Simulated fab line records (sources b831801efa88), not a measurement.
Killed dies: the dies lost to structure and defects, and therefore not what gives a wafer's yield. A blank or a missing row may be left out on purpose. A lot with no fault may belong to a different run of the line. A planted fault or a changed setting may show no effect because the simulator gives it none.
fab line records	flow sky130
record: lots: 13	wafers: 39	last-day: 49
route steps=708 shown FIELD_ISO@1 PWDE@54 NWELL@67 VT_ADJUST_NCORE@129
lots that met no fault: from a run of the same line without faults
start-h: the number of hours between the record's first day and the start of the first shown wafer of the lot	wait-h: how many hours have passed since the lot's step before this one	" the same as in the row above	L1.1+2: a row that stands for several wafers	- no value, or no start given	* or withheld: withheld	< > ~ a bound
route shown NAME@n: NAME is a module with steps in the file, n the number in the route of the first one	usual: average and standard deviation across the fault-free wafers	same: alike in all rows	chamber/n: place in a boat	sites: readings site by site	_std_site: how widely they spread, as a standard deviation	_edge_site: the outer-site mean with the inner-site mean subtracted	radius-mm: for every site, how far away it sits from the centre of the wafer	mask NAME#n: copy n	behind: the tool/chamber that last shaped the wafer	hold: why the lot went on hold/how many hours it stayed there/how the hold came to an end	device: the transistor (n, p or np) that didn't switch	end of line: tests run on the same wafers once the route is complete	a step given without rows: its recipe and nothing more	killed: the dies lost at the first sort to structure and to defects; this is not the yield of the wafer	map: per-die view of a wafer (x killed, . not killed, _ where there is no die)
set.NAME: setting as actually run; set.NAME@STEP: the setting as run at that earlier step	model.NAME: the simulator's own value behind a step, which no gauge read
one table for each step of the route and one row for each wafer, over a sample of lots
services: from which hour (start-h, from the record's first day; less than 0 if before it) a tool's chamber was out of use, for how many hours, and why
== steps ==
step: SKY_FIELD_ISO_BOW_MEAS_00
recipe: mode: bow
usual: INCOMING_BOW: 0/6.8
lot.wafer	tool	chamber	start-h	wait-h	INCOMING_BOW[um]
L673.4	film-metro-03	-	25.06	-	-1
L673.5	"	-	"	"	-4
L673.6	"	-	"	"	1
L674.2	film-metro-03	-	30.02	-	-2
L674.3	"	-	"	"	3
L674.4	"	-	"	"	8
L675.1	film-metro-04	-	35.00	-	0
L675.3	"	-	"	"	0
L675.6	"	-	"	"	-5
L676.3	film-metro-02	-	40.04	-	10
L676.4	"	-	"	"	-2
L676.5	"	-	"	"	1
L677.2	film-metro-02	-	45.04	-	-4
L677.3	"	-	"	"	4
L677.4	"	-	"	"	2
L678.4	film-metro-04	-	50.06	-	18
L678.5	"	-	"	"	0
L678.6	"	-	"	"	-4
L679.3	film-metro-04	-	55.04	-	0
L679.4	"	-	"	"	0
L679.5	"	-	"	"	10
L681.3	film-metro-02	-	65.04	-	-5
L681.5	"	-	"	"	10
L681.6	"	-	"	"	-4
L682.3	film-metro-03	-	70.04	-	-5
L682.4	"	-	"	"	2
L682.6	"	-	"	"	0
L683.1	film-metro-04	-	75.00	-	2
L683.2	"	-	"	"	5
L683.4	"	-	"	"	2
L686.1	film-metro-02	-	90.00	-	-16
L686.2	"	-	"	"	-5
L686.5	"	-	"	"	6
L687.1	film-metro-04	-	95.00	-	11
L687.5	"	-	"	"	6
L687.6	"	-	"	"	-2
L688.1	film-metro-04	-	100.01	-	-2
L688.3	"	-	"	"	6
L688.5	"	-	"	"	10
step: SKY_FIELD_ISO_ETCH_17
recipe: target-depth-a: 3420	mask-material: Si3N4	chemistry: HBr/Cl2/O2	target: Si	taper-deg: 5	icp-w: 600	bias-w: 150	pressure-mtorr: 15	HBr_flow_sccm: 150	Cl2_flow_sccm: 40	O2_flow_sccm: 6	time-s: 97.7
usual: drypump-motor-current-A: 5.3/0.34	oes-product-au: 0.998/0.0071	throttle-valve-pct: 25.657/0.0095
lot.wafer	tool	chamber	start-h	wait-h	drypump-motor-current-A	oes-product-au	rf-hours-counter-h	throttle-valve-pct
L673.4	rie-si-01	0	42.53	0.0	5.0	1.001	127	25.651
L673.5	"	3	"	"	5.4	0.979	-	25.667
L673.6	"	2	"	"	5.3	1.012	-	25.651
L675.1	rie-si-01	0	55.70	0.1	5.0	1.007	128	25.661
L675.3	"	2	"	"	5.3	0.994	54	25.664
L675.6	"	0	"	"	5.0	0.995	-	25.657
L674.2	rie-si-02	3	56.23	0.1	5.7	0.998	1	25.650
L674.3	"	2	"	"	5.2	0.992	74	25.670
L674.4	"	1	"	"	5.5	0.992	102	25.658
L676.3	rie-si-01	1	65.25	0.0	4.8	0.999	22	25.652
L676.4	"	0	"	"	5.0	1.007	128	25.664
L676.5	"	0	"	"	5.0	1.007	-	25.641
L677.2	rie-si-02	2	65.48	0.1	5.2	0.994	74	25.662
L677.3	"	3	"	"	5.7	1.006	1	25.649
L677.4	"	1	"	"	5.5	0.999	102	25.651
L678.4	rie-si-02	3	73.90	0.0	5.7	1.002	1	25.669
L678.5	"	2	"	"	5.2	1.000	-	25.665
L678.6	"	3	"	"	5.7	1.003	-	25.642
L679.3	rie-si-01	1	74.25	0.0	4.8	0.986	22	25.644
L679.4	"	2	"	"	5.3	1.010	55	25.653
L679.5	"	2	"	"	5.3	1.007	-	25.663
L681.3	rie-si-01	0	85.98	0.0	5.0	1.000	128	25.644
L681.5	"	1	"	"	4.8	0.995	-	25.667
L681.6	"	0	"	"	5.0	1.005	-	25.632
L682.3	rie-si-02	3	94.65	0.0	5.7	1.000	1	25.668
L682.4	"	0	"	"	5.8	0.996	109	25.654
L682.6	"	1	"	"	5.5	0.994	-	25.665
L683.1	rie-si-01	0	98.75	0.1	5.0	1.008	128	25.663
L683.2	"	1	"	"	4.8	0.998	22	25.644
L683.4	"	1	"	"	4.8	1.002	-	25.665
L686.1	rie-si-02	1	118.63	0.1	5.5	1.003	103	25.648
L686.2	"	3	"	"	5.7	1.005	1	25.650
L686.5	"	1	"	"	5.5	0.998	-	25.654
L687.1	rie-si-01	2	118.98	0.1	5.3	0.993	55	25.667
L687.5	"	2	"	"	5.3	1.000	-	25.646
L687.6	"	3	"	"	5.4	0.982	-	25.665
L688.1	rie-si-02	0	129.05	0.1	5.9	1.002	109	25.653
L688.3	"	3	"	"	5.7	0.996	1	25.671
L688.5	"	0	"	"	5.8	1.000	-	25.669
step: SKY_PWDE_STRIP_09
recipe: chemistry: O2/N2	power-w: 1400	pressure-mtorr: 1500	platen-temp-c: withheld	o2-flow-sccm: 3000	n2-flow-sccm: 300	overash-fraction: 0.5
usual: drypump-motor-current-A: 5.6/0.38	oes-product-au: 0.722/0.0049	strip-time-to-endpoint-s: 36.94/0.1
same: overash-fraction: 0.5
lot.wafer	tool	chamber	start-h	wait-h	drypump-motor-current-A	oes-product-au	rf-hours-counter-h	strip-time-to-endpoint-s
L673.4	plasma-asher-04	1	94.21	0.1	5.8	0.722	-	37.11
L673.5	"	1	"	"	5.8	0.725	-	37.07
L673.6	"	0	"	"	5.4	0.723	-	36.94
L675.1	plasma-asher-02	0	105.70	0.1	6.4	0.718	42	37.04
L675.3	"	1	"	"	5.4	0.726	-	37.02
L675.6	"	0	"	"	6.4	0.726	-	36.97
L674.2	plasma-asher-03	1	106.05	0.1	5.4	0.719	42	36.73
L674.3	"	0	"	"	5.3	0.722	-	36.75
L674.4	"	1	"	"	5.4	0.721	-	36.81
L676.3	plasma-asher-02	0	115.44	0.1	6.4	0.719	-	36.92
L676.4	"	1	"	"	5.4	0.716	-	36.86
L676.5	"	1	"	"	5.4	0.724	-	36.88
L677.2	plasma-asher-04	1	115.95	0.1	5.8	0.728	30	37.03
L677.3	"	0	"	"	5.4	0.722	-	36.89
L677.4	"	1	"	"	5.8	0.730	-	36.90
L678.4	plasma-asher-02	0	127.26	0.1	6.4	0.733	-	36.84
L678.5	"	1	"	"	5.4	0.723	-	36.78
L678.6	"	0	"	"	6.4	0.714	-	36.77
L679.3	plasma-asher-03	0	127.41	0.1	5.3	0.723	-	36.99
L679.4	"	1	"	"	5.4	0.720	-	36.86
L679.5	"	1	"	"	5.4	0.713	-	36.85
L681.3	plasma-asher-04	1	144.34	0.1	5.8	0.729	-	37.04
L681.5	"	1	"	"	5.8	0.717	-	37.13
L681.6	"	0	"	"	5.4	0.724	-	36.93
L683.1	plasma-asher-02	1	152.85	0.1	5.4	0.726	47	37.05
L683.2	"	0	"	"	6.3	0.722	47	37.06
L683.4	"	0	"	"	6.3	0.720	-	37.00
L682.3	plasma-asher-03	1	153.64	0.1	5.4	0.726	-	37.01
L682.4	"	0	"	"	5.3	0.720	-	37.02
L682.6	"	0	"	"	5.3	0.718	-	36.98
L686.1	plasma-asher-02	1	163.72	0.1	5.4	0.719	48	36.89
L686.2	"	0	"	"	6.4	0.724	48	37.00
L686.5	"	1	"	"	5.4	0.727	-	36.95
L687.1	plasma-asher-03	1	165.35	0.1	5.4	0.972	48	-
L687.5	"	0	"	"	5.3	0.964	-	-
L687.6	"	1	"	"	5.4	0.965	-	-
L688.1	plasma-asher-04	0	174.45	0.1	5.4	0.724	36	37.01
L688.3	"	1	"	"	5.8	0.720	-	37.03
L688.5	"	1	"	"	5.8	0.718	-	36.97
step: SKY_NWELL_STRIP_14
recipe: chemistry: O2/N2	power-w: 1400	pressure-mtorr: 1500	platen-temp-c: withheld	o2-flow-sccm: 3000	n2-flow-sccm: 300	overash-fraction: 0.5
usual: drypump-motor-current-A: 5.48/0.2	oes-product-au: 0.722/0.0046	strip-time-to-endpoint-s: 36.88/0.11
same: overash-fraction: 0.5
lot.wafer	tool	chamber	start-h	wait-h	drypump-motor-current-A	oes-product-au	rf-hours-counter-h	strip-time-to-endpoint-s
L673.4	plasma-asher-03	0	111.21	0.1	5.26	0.724	-	37.03
L673.5	"	0	"	"	5.25	0.713	-	37.01
L673.6	"	1	"	"	5.40	0.717	-	36.98
L675.1	plasma-asher-03	1	122.35	0.1	5.35	0.732	43	36.91
L675.3	"	0	"	"	5.21	0.717	-	36.95
L675.6	"	0	"	"	5.27	0.720	-	36.85
L674.2	plasma-asher-04	1	122.74	0.1	5.78	0.715	31	37.03
L674.3	"	0	"	"	5.44	0.716	-	36.97
L674.4	"	1	"	"	5.80	0.722	-	36.86
L676.3	plasma-asher-04	0	134.40	0.1	5.42	0.718	-	36.86
L676.4	"	1	"	"	5.82	0.720	-	36.88
L676.5	"	0	"	"	5.43	0.718	-	36.85
L677.2	plasma-asher-04	1	135.70	0.1	5.81	0.721	32	36.84
L677.3	"	1	"	"	5.80	0.722	-	36.80
L677.4	"	0	"	"	5.43	0.722	-	36.82
L678.4	plasma-asher-01	1	147.00	0.1	5.35	0.725	-	36.77
L678.5	"	1	"	"	5.34	0.727	-	36.91
L678.6	"	0	"	"	5.32	0.723	-	36.77
L679.3	plasma-asher-04	0	147.00	0.1	5.44	0.722	-	37.01
L679.4	"	1	"	"	5.81	0.723	-	37.08
L679.5	"	1	"	"	5.82	0.721	-	36.98
L681.3	plasma-asher-04	0	165.05	0.1	5.41	0.725	-	36.72
L681.5	"	0	"	"	5.41	0.718	-	36.82
L681.6	"	1	"	"	5.80	0.732	-	36.71
L683.1	plasma-asher-03	1	173.32	0.1	5.37	0.722	48	36.82
L683.2	"	0	"	"	5.32	0.718	48	36.76
L683.4	"	1	"	"	5.35	0.722	-	36.83
L682.3	plasma-asher-03	1	174.20	0.1	5.38	0.727	-	36.81
L682.4	"	0	"	"	5.25	0.725	-	36.82
L682.6	"	0	"	"	5.25	0.733	-	36.88
L686.1	plasma-asher-01	0	183.72	0.1	5.40	0.721	6	37.02
L686.2	"	1	"	"	5.38	0.727	6	37.03
L686.5	"	1	"	"	5.34	0.726	-	37.06
L687.1	plasma-asher-04	0	185.82	0.1	5.42	0.723	37	40.74
L687.5	"	0	"	"	5.41	0.728	-	40.83
L687.6	"	1	"	"	5.80	0.722	-	40.85
L688.1	plasma-asher-01	1	196.07	0.1	5.33	0.719	7	36.88
L688.3	"	1	"	"	5.32	0.724	-	36.78
L688.5	"	0	"	"	5.36	0.718	-	36.78
step: SKY_NWELL_TW_MEAS_15
usual: NWELL_TW: 1796/10
lot.wafer	tool	chamber	start-h	wait-h	NWELL_TW
L673.4	film-metro-04	-	111.30	0.1	1810
L673.5	"	-	"	"	1810
L673.6	"	-	"	"	1806
L675.1	film-metro-04	-	122.45	0.1	1802
L675.3	"	-	"	"	1809
L675.6	"	-	"	"	1808
L674.2	film-metro-01	-	122.85	0.1	1806
L674.3	"	-	"	"	1793
L674.4	"	-	"	"	1795
L676.3	film-metro-04	-	134.49	0.1	1809
L676.4	"	-	"	"	1805
L676.5	"	-	"	"	1804
L677.2	film-metro-04	-	135.81	0.1	1803
L677.3	"	-	"	"	1799
L677.4	"	-	"	"	1810
L679.3	film-metro-03	-	147.09	0.1	1796
L679.4	"	-	"	"	1784
L679.5	"	-	"	"	1787
L678.4	film-metro-04	-	147.10	0.1	1807
L678.5	"	-	"	"	1810
L678.6	"	-	"	"	1806
L681.3	film-metro-01	-	165.14	0.1	1777
L681.5	"	-	"	"	1787
L681.6	"	-	"	"	1782
L683.1	film-metro-04	-	173.42	0.1	1808
L683.2	"	-	"	"	1798
L683.4	"	-	"	"	1800
L682.3	film-metro-03	-	174.29	0.1	1795
L682.4	"	-	"	"	1794
L682.6	"	-	"	"	1790
L686.1	film-metro-01	-	183.82	0.1	1785
L686.2	"	-	"	"	1783
L686.5	"	-	"	"	1782
L687.1	film-metro-01	-	185.92	0.1	1771
L687.5	"	-	"	"	1770
L687.6	"	-	"	"	1771
L688.1	film-metro-01	-	196.17	0.1	1784
L688.3	"	-	"	"	1792
L688.5	"	-	"	"	1778
step: SKY_VT_ADJUST_NCORE_STRIP_10
recipe: chemistry: O2/N2	power-w: 1400	pressure-mtorr: 1500	platen-temp-c: withheld	o2-flow-sccm: 3000	n2-flow-sccm: 300	overash-fraction: 0.5
usual: drypump-motor-current-A: 5.7/0.39	oes-product-au: 0.716/0.0047	strip-time-to-endpoint-s: 14.20/0.035
same: overash-fraction: 0.5
lot.wafer	tool	chamber	start-h	wait-h	drypump-motor-current-A	oes-product-au	rf-hours-counter-h	strip-time-to-endpoint-s
L673.4	plasma-asher-02	0	211.15	0.1	6.4	0.711	-	14.21
L673.5	"	0	"	"	6.4	0.720	-	14.25
L673.6	"	1	"	"	5.4	0.725	-	14.23
L675.1	plasma-asher-04	0	224.52	0.1	5.4	0.717	41	14.24
L675.3	"	0	"	"	5.4	0.713	-	14.27
L675.6	"	0	"	"	5.4	0.724	-	14.19
L674.2	plasma-asher-02	1	225.84	0.1	5.4	0.716	53	14.19
L674.3	"	0	"	"	6.4	0.712	-	14.21
L674.4	"	1	"	"	5.4	0.721	-	14.20
L676.3	plasma-asher-02	0	240.91	0.1	6.4	0.710	-	14.21
L676.4	"	1	"	"	5.4	0.721	-	14.21
L676.5	"	0	"	"	6.4	0.713	-	14.22
L677.2	plasma-asher-03	0	241.99	0.1	5.3	0.721	54	14.21
L677.3	"	1	"	"	5.4	0.718	-	14.26
L677.4	"	0	"	"	5.3	0.711	-	14.26
L678.4	plasma-asher-04	0	256.00	0.1	5.4	0.707	-	14.23
L678.5	"	0	"	"	5.4	0.712	-	14.18
L678.6	"	1	"	"	5.8	0.719	-	14.19
L679.3	plasma-asher-03	1	256.27	0.1	5.4	0.712	-	14.22
L679.4	"	0	"	"	5.3	0.721	-	14.23
L679.5	"	1	"	"	5.4	0.714	-	14.20
L681.3	plasma-asher-03	1	277.60	0.1	5.4	0.713	-	14.22
L681.5	"	1	"	"	5.4	0.724	-	14.19
L681.6	"	0	"	"	5.3	0.714	-	14.23
L683.1	plasma-asher-04	0	287.47	0.1	5.4	0.720	47	14.25
L683.2	"	1	"	"	5.8	0.713	47	14.25
L683.4	"	0	"	"	5.5	0.709	-	14.24
L682.3	plasma-asher-02	0	287.80	0.1	6.4	0.716	-	14.22
L682.4	"	1	"	"	5.4	0.725	-	14.26
L682.6	"	0	"	"	6.4	0.716	-	14.25
L686.1	plasma-asher-04	0	301.44	0.1	5.4	0.706	49	14.17
L686.2	"	1	"	"	5.8	0.719	49	14.16
L686.5	"	1	"	"	5.8	0.718	-	14.20
L687.1	plasma-asher-02	0	304.82	0.1	6.4	0.725	61	14.18
L687.5	"	0	"	"	6.3	0.709	-	14.18
L687.6	"	1	"	"	5.4	0.716	-	14.16
L688.1	plasma-asher-04	0	315.74	0.1	5.4	0.710	50	14.15
L688.3	"	0	"	"	5.4	0.722	-	14.15
L688.5	"	1	"	"	5.8	0.726	-	14.19
== services ==
tool	chamber	start-h	hours	kind
rie-si-01	-	68.40	5.8	repair
plasma-asher-03	-	70.77	11.0	repair
plasma-asher-03	-	94.69	1.6	repair
rie-si-01	2	96.95	4.1	repair
plasma-asher-01	-	108.75	9.0	pm
plasma-asher-01	0	108.75	9.0	vent-cycle
plasma-asher-01	1	108.75	9.0	vent-cycle
rie-si-02	3	140.98	6.0	repair
plasma-asher-03	-	144.42	2.1	repair
plasma-asher-01	-	186.65	1.4	repair
rie-si-01	0	189.94	3.2	repair
rie-si-01	0	193.16	-	clean
rie-si-01	0	193.16	24.1	scheduled-down
rie-si-01	0	193.16	24.1	vent-cycle
plasma-asher-02	-	195.14	12.6	repair
plasma-asher-03	-	217.27	15.6	pm
plasma-asher-04	-	242.65	4.0	pm
rie-si-02	0	257.10	-	clean
rie-si-02	0	257.10	16.5	scheduled-down
rie-si-02	0	257.10	16.5	vent-cycle
rie-si-02	1	282.30	-	clean
rie-si-02	1	282.30	16.4	scheduled-down
rie-si-02	1	282.30	16.4	vent-cycle
rie-si-01	0	314.85	6.2	repair
== key ==
first-sign: step: SKY_PWDE_STRIP_09	reading: oes-product-au	direction: up	sigmas: 50	usual: 0.722	struck: 0.967
effect: step: SKY_NWELL_STRIP_14	reading: strip-time-to-endpoint-s	direction: up	sigmas: 36	usual: *	struck: *
effect: step: SKY_NWELL_TW_MEAS_15	reading: NWELL_TW	direction: down	sigmas: 2.6	usual: 1796	struck: 1770
met-at SKY_PWDE_STRIP_09
struck-lots L687
sort-left-out L687.1,L687.5,L687.6
tester-left-out L687
not-acting-at SKY_FIELD_ISO_BOW_MEAS_00,SKY_FIELD_ISO_ETCH_17,SKY_VT_ADJUST_NCORE_STRIP_10
onset-between 153.64 165.35
fault: kind: strip-aborted	tool: plasma-asher-03	chamber: -	onset-h: 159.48	steps: SKY_PWDE_STRIP_09	offset: 0.4055	end-h: 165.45
tester-left-out: of these lots the tester's yield and bins aren't shown, on N5 and GAA mostly nor the transistor test; their killed dies are dies lost to structure and defects alone, not to doping, threshold or leakage, so they don't give the yield
sort-left-out: the simulated sort isn't trusted on such a fault, so these wafers' sort isn't shown, and their yield isn't known
